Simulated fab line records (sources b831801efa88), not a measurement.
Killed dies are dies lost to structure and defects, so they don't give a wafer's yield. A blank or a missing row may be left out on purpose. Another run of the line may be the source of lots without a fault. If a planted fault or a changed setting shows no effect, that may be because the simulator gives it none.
The tool behind it: which one?	flow gf180mcu	11 lots, 33 wafers sampled, at 2 steps of a route of 602

== WHAT THE GAUGES SHOWED, per wafer ==
GF_V2_RS_MEAS_24: measurement is done with a four-point probe.
lot	measured	on	V2_W_RS (ohm/sq)
L147	day 20 16:52	filmMetro-04	0.327 0.324 0.323
L148	day 20 22:18	filmMetro-04	0.334 0.332 0.333
L150	day 21 22:05	filmMetro-03	0.324 0.327 0.329
L151	day 22 11:43	filmMetro-04	0.327 0.328 0.327
L153	day 22 19:26	filmMetro-03	0.323 0.325 0.325
L154	day 23 09:52	filmMetro-03	0.329 0.327 0.326
L155	day 23 11:23	filmMetro-04	0.325 0.327 0.326
L161	day 25 11:11	filmMetro-04	0.207 0.207 0.208
L162	day 25 15:50	filmMetro-04	0.330 0.328 0.325
L163	day 26 18:11	filmMetro-04	0.206 0.206 0.204
L167	day 27 04:58	filmMetro-03	0.204 0.204 0.204

== EACH LOT AND THE TOOL THAT RAN IT (in order: tool; ch and the chambers of the sampled wafers; start) ==
lot	GF_V2_CVD_23
L147	cvdW-02 ch 0,1, day 20 16:43
L148	cvdW-01 ch 0,1, day 20 22:10
L150	cvdW-02 ch 0,1, day 21 21:59
L151	cvdW-01 ch 0,1, day 22 11:36
L153	cvdW-01 ch 0,1, day 22 19:18
L154	cvdW-02 ch 0,1, day 23 09:46
L155	cvdW-02 ch 0,1, day 23 11:16
L161	cvdW-02 ch 0,1, day 25 10:51
L162	cvdW-01 ch 0,1, day 25 15:43
L163	cvdW-02 ch 0,1, day 26 18:02
L167	cvdW-02 ch 0,1, day 27 04:52
- GF_V2_CVD_23: deposits W, target thk 350 nm, time 104.94 s.

== THE ANSWER, worked out from the rows above alone ==
Rule: the usual values come from the lots themselves. Put in order of their means at a reading, lots are off if they are a third of the lots or fewer, leave a main group of 4 or more, and stand apart from it by a gap of 3 or more times the standard deviation of the main group's means; of several such gaps the widest counts. If all means in a main group match to the digits the tables above print for the reading, that group is not used. Also off: a lot with no number at a reading for which 4 or more lots have one. Where the step has rows for the other lots, those lots are counted as sound.
Off: at GF_V2_RS_MEAS_24 (V2_W_RS), L161, L163, L167. For the main group the mean is 0.327 ohm/sq and the standard deviation 0.0025.
A tool fits if, at a process step before that reading, it ran every lot that is off, and no sound lot after the first of them. Gauges at GF_V2_RS_MEAS_24: tried the same way as those tools. One fits: GF_V2_CVD_23 on cvdW-02. A fault onset in the window from L155 (day 23 11:16, its last sound lot) to L161 (day 25 10:51, its first lot off) fits.

== WHAT WAS PUT IN BY THE SIMULATOR ==
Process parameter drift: cvdW-02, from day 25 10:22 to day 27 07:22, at GF_V2_CVD_23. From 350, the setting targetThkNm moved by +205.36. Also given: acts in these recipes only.
Shown lots that were struck: L161, L163, L167. The rule above reached the same finding.
